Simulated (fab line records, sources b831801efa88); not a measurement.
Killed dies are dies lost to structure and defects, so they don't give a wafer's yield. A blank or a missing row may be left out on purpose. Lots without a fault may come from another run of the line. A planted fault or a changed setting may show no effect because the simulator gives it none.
Which tool did it? | flow sky130 | 13 lots, 37 wafers sampled, at 5 steps of a route of 708

WHAT THE GAUGES READ, wafer by wafer
The record holds no reading of a measuring or inspecting step that can be judged against a usual standard deviation.

WHICH TOOL RAN EACH LOT (tool, then ch and the chambers of the sampled wafers, then the start)
lot  | SKY_CAP2M_METAL_ETCH_13           | SKY_VIA4_CMP_02               | SKY_VIA4_ETCH_12                   | SKY_VIA4_STRIP_13                    | SKY_METAL5_SPUTTER_04
L451 | rie_metal-02 ch 0,1, day 42 05:20 | cmp-02 ch 0,2,3, day 43 08:23 | rie_diel-04 ch 0,2,3, day 44 06:02 | plasma_asher-03 ch 0,1, day 44 06:06 | pvd_sputter-01, day 44 07:32
L449 | rie_metal-02 ch 1, day 42 10:17   | cmp-01 ch 2,3, day 43 12:31   | rie_diel-04 ch 0,3, day 44 10:17   | plasma_asher-03 ch 0,1, day 44 10:22 | pvd_sputter-03, day 44 11:46
L454 | rie_metal-02 ch 0, day 43 02:47   | cmp-01 ch 0, day 44 03:20     | rie_diel-04 ch 2, day 45 00:58     | plasma_asher-04 ch 1, day 45 01:04   | pvd_sputter-03, day 45 02:26
L455 | rie_metal-01 ch 0,1, day 43 09:40 | cmp-02 ch 2,3, day 44 09:49   | rie_diel-01 ch 0,1,3, day 45 07:29 | plasma_asher-02 ch 0,1, day 45 07:36 | pvd_sputter-01, day 45 09:00
L456 | rie_metal-02 ch 0,1, day 43 17:31 | cmp-02 ch 0,2,3, day 44 18:12 | rie_diel-01 ch 0,2,3, day 45 15:44 | plasma_asher-02 ch 0,1, day 45 15:50 | pvd_sputter-03, day 45 17:14
L457 | rie_metal-01 ch 0,1, day 44 00:29 | cmp-02 ch 0,1,3, day 44 23:46 | rie_diel-02 ch 0,1,3, day 45 20:47 | plasma_asher-04 ch 0,1, day 45 20:51 | pvd_sputter-01, day 45 22:35
L458 | rie_metal-03 ch 0,1, day 44 03:32 | cmp-02 ch 0,1,2, day 45 02:55 | rie_diel-01 ch 2,3, day 46 02:26   | plasma_asher-04 ch 0,1, day 46 02:31 | pvd_sputter-01, day 46 03:55
L459 | rie_metal-03 ch 0, day 44 12:38   | cmp-01 ch 2,3, day 45 11:55   | rie_diel-01 ch 1,2, day 46 09:41   | plasma_asher-03 ch 0,1, day 46 09:46 | pvd_sputter-03, day 46 11:31
L460 | rie_metal-02 ch 0,1, day 44 15:04 | cmp-02 ch 2,3, day 45 14:12   | rie_diel-01 ch 0,3, day 46 11:56   | plasma_asher-02 ch 0,1, day 46 12:02 | pvd_sputter-01, day 46 14:49
L461 | rie_metal-02 ch 0,1, day 44 18:41 | cmp-01 ch 1,2,3, day 45 18:34 | rie_diel-02 ch 0,1,2, day 46 16:26 | plasma_asher-03 ch 0,1, day 46 16:31 | pvd_sputter-04, day 46 17:57
L462 | rie_metal-02 ch 0,1, day 45 01:41 | cmp-02 ch 1,2,3, day 46 01:00 | rie_diel-02 ch 1,2,3, day 46 21:56 | plasma_asher-02 ch 0,1, day 46 22:01 | pvd_sputter-01, day 46 23:25
L467 | rie_metal-02 ch 0,1, day 46 14:08 | cmp-02 ch 0,2,3, day 47 13:01 | rie_diel-01 ch 0,1,3, day 48 09:11 | plasma_asher-02 ch 0,1, day 48 09:16 | pvd_sputter-04, day 48 10:42
L468 | rie_metal-03 ch 0,1, day 46 17:46 | cmp-02 ch 1,2,3, day 47 17:24 | rie_diel-01 ch 1,2, day 48 12:50   | plasma_asher-03 ch 0,1, day 48 12:56 | pvd_sputter-03, day 48 14:29
- SKY_CAP2M_METAL_ETCH_13: etches TiN in Cl2/BCl3, stops on SiO2, target depth 220 nm, time 62.9 s.
- SKY_VIA4_CMP_02: polishes SiO2.
- SKY_VIA4_ETCH_12: etches SiO2 in C4F8/O2/Ar, stops on TiN, target depth 580 nm.
- SKY_VIA4_STRIP_13: strips in O2/N2.
- SKY_METAL5_SPUTTER_04: material TiN, target thk 70 nm, time 58.3 s.

WHAT THE TOOLS THEMSELVES READ (means of the sampled wafers that have a number; where no wafer has one, the mark that the record gives instead)
SKY_CAP2M_METAL_ETCH_13. Usual: drypump_motor_current_A 5.82 A, standard deviation 0.3; oes_product_au 0.942 a.u., standard deviation 0.0066; rf_fwd_power_W 894 W, standard deviation 3.2; throttle_valve_pct 21.901 %, standard deviation 0.0092.
lot  | tool         | drypump_motor_current_A (A) | oes_product_au (a.u.) | rf_fwd_power_W (W) | throttle_valve_pct (%) | flag
L451 | rie_metal-02 | 5.67                        | 0.938                 | 896                | 21.906                 |
L449 | rie_metal-02 | 5.71                        | 0.937                 | 894                | 21.912                 |
L454 | rie_metal-02 | 5.62                        | 0.935                 | 892                | 21.916                 |
L455 | rie_metal-01 | 6.30                        | 0.949                 | 895                | 21.898                 |
L456 | rie_metal-02 | 5.66                        | 0.940                 | 893                | 21.905                 |
L457 | rie_metal-01 | 6.36                        | 0.948                 | 895                | 21.893                 |
L458 | rie_metal-03 | 5.60                        | 0.943                 | 891                | 21.900                 |
L459 | rie_metal-03 | 5.53                        | 0.947                 | 893                | 21.889                 |
L460 | rie_metal-02 | 5.66                        | 0.946                 | 893                | 21.899                 |
L461 | rie_metal-02 | 5.62                        | 0.938                 | 890                | 21.902                 |
L462 | rie_metal-02 | 5.66                        | 0.946                 | 894                | 21.899                 |
L467 | rie_metal-02 | 5.64                        | 0.946                 | 895                | 21.905                 |
L468 | rie_metal-03 | 5.67                        | 0.940                 | 895                | 21.900                 |

SKY_VIA4_CMP_02. Usual: motor_current_A 12.0 A, standard deviation 0.84; platen_rpm 60.00 rpm, standard deviation 0.038.
lot  | tool   | motor_current_A (A) | platen_rpm (rpm) | flag
L451 | cmp-02 | 12.3                | 60.00            |
L449 | cmp-01 | 12.0                | 59.99            |
L454 | cmp-01 | 12.5                | 59.98            |
L455 | cmp-02 | 11.9                | 59.97            |
L456 | cmp-02 | 12.2                | 60.04            |
L457 | cmp-02 | 12.7                | 60.03            |
L458 | cmp-02 | 11.9                | 60.00            |
L459 | cmp-01 | 12.3                | 60.04            |
L460 | cmp-02 | 12.2                | 59.98            |
L461 | cmp-01 | 11.4                | 60.02            |
L462 | cmp-02 | 12.1                | 60.00            |
L467 | cmp-02 | 12.0                | 60.03            |
L468 | cmp-02 | 12.0                | 60.06            |

SKY_VIA4_ETCH_12. Usual: oes_product_au 0.926 a.u., standard deviation 0.0053; rf_fwd_power_W 1490 W, standard deviation 5.1.
lot  | tool        | oes_product_au (a.u.) | rf_fwd_power_W (W) | flag
L451 | rie_diel-04 | 0.928                 | 1491               |
L449 | rie_diel-04 | 0.930                 | 1492               |
L454 | rie_diel-04 | 0.927                 | 1249               | OFF
L455 | rie_diel-01 | 0.934                 | 1491               |
L456 | rie_diel-01 | 0.926                 | 1491               |
L457 | rie_diel-02 | 0.921                 | 1488               |
L458 | rie_diel-01 | 0.927                 | 1493               |
L459 | rie_diel-01 | 0.926                 | 1491               |
L460 | rie_diel-01 | 0.929                 | 1492               |
L461 | rie_diel-02 | 0.925                 | 1491               |
L462 | rie_diel-02 | 0.922                 | 1486               |
L467 | rie_diel-01 | 0.923                 | 1488               |
L468 | rie_diel-01 | 0.922                 | 1492               |

SKY_VIA4_STRIP_13. Usual: drypump_motor_current_A 5.8 A, standard deviation 0.44; oes_product_au 0.710 a.u., standard deviation 0.0044; strip_time_to_endpoint_s 12.82 s, standard deviation 0.036.
lot  | tool            | drypump_motor_current_A (A) | oes_product_au (a.u.) | strip_time_to_endpoint_s (s) | flag
L451 | plasma_asher-03 | 5.5                         | 0.714                 | 12.78                        |
L449 | plasma_asher-03 | 5.5                         | 0.708                 | 12.88                        |
L454 | plasma_asher-04 | 6.8                         | 0.719                 | 12.96                        | OFF
L455 | plasma_asher-02 | 5.8                         | 0.710                 | 12.81                        |
L456 | plasma_asher-02 | 5.6                         | 0.712                 | 12.80                        |
L457 | plasma_asher-04 | 6.5                         | 0.712                 | 12.88                        |
L458 | plasma_asher-04 | 6.5                         | 0.706                 | 12.80                        |
L459 | plasma_asher-03 | 5.5                         | 0.709                 | 12.81                        |
L460 | plasma_asher-02 | 5.6                         | 0.706                 | 12.84                        |
L461 | plasma_asher-03 | 5.5                         | 0.712                 | 12.81                        |
L462 | plasma_asher-02 | 5.8                         | 0.708                 | 12.77                        |
L467 | plasma_asher-02 | 5.8                         | 0.709                 | 12.82                        |
L468 | plasma_asher-03 | 5.5                         | 0.710                 | 12.79                        |

SKY_METAL5_SPUTTER_04. Usual: cathode_dc_power_W 6500.0 W, standard deviation 1.2; throttle_valve_pct 30.2 %, standard deviation 1.2.
lot  | tool           | cathode_dc_power_W (W) | throttle_valve_pct (%) | flag
L451 | pvd_sputter-01 | 6500.3                 | 31.5                   |
L449 | pvd_sputter-03 | 6501.3                 | 29.5                   |
L454 | pvd_sputter-03 | 6498.4                 | 32.0                   |
L455 | pvd_sputter-01 | 6500.3                 | 31.2                   |
L456 | pvd_sputter-03 | 6499.7                 | 30.4                   |
L457 | pvd_sputter-01 | 6500.5                 | 31.1                   |
L458 | pvd_sputter-01 | 6499.7                 | 30.7                   |
L459 | pvd_sputter-03 | 6500.0                 | 29.4                   |
L460 | pvd_sputter-01 | 6499.8                 | 30.7                   |
L461 | pvd_sputter-04 | 6500.2                 | 29.7                   |
L462 | pvd_sputter-01 | 6499.8                 | 30.4                   |
L467 | pvd_sputter-04 | 6498.1                 | 28.6                   |
L468 | pvd_sputter-03 | 6498.5                 | 29.8                   |

THE ANSWER, worked out from the rows above alone
Rule: a lot is off if the mean of its wafers that have a number lies more than 3 standard deviations from the usual mean. A lot without any number at a reading at which 4 lots or more have one is off too. The other lots that the step has rows for count as sound. The gauges are gone through in route order, then the tools' own readings, and for those a lot's mean is taken as printed above. The first step at which some lot is off is used, and at that step the reading that is off furthest; a lot without a number counts as furthest.
Off: L454, at SKY_VIA4_ETCH_12 (rf_fwd_power_W).
A tool fits if, at that step or a process step before it, it ran every lot that is off, and no sound lot after the first of them. One fits: rie_diel-04 at SKY_VIA4_ETCH_12. Its last sound lot is L449 (day 44 10:17), its first lot that is off L454 (day 45 00:58): a fault that began between those two fits.
The tool's own readings at SKY_VIA4_ETCH_12 bear it out: on the lots that are off they differ by more than 5 times the standard deviation of the sound lots' means. rf_fwd_power_W reads 1249 W there against 1490 W on the sound lots.

WHAT THE SIMULATOR HAD PUT IN
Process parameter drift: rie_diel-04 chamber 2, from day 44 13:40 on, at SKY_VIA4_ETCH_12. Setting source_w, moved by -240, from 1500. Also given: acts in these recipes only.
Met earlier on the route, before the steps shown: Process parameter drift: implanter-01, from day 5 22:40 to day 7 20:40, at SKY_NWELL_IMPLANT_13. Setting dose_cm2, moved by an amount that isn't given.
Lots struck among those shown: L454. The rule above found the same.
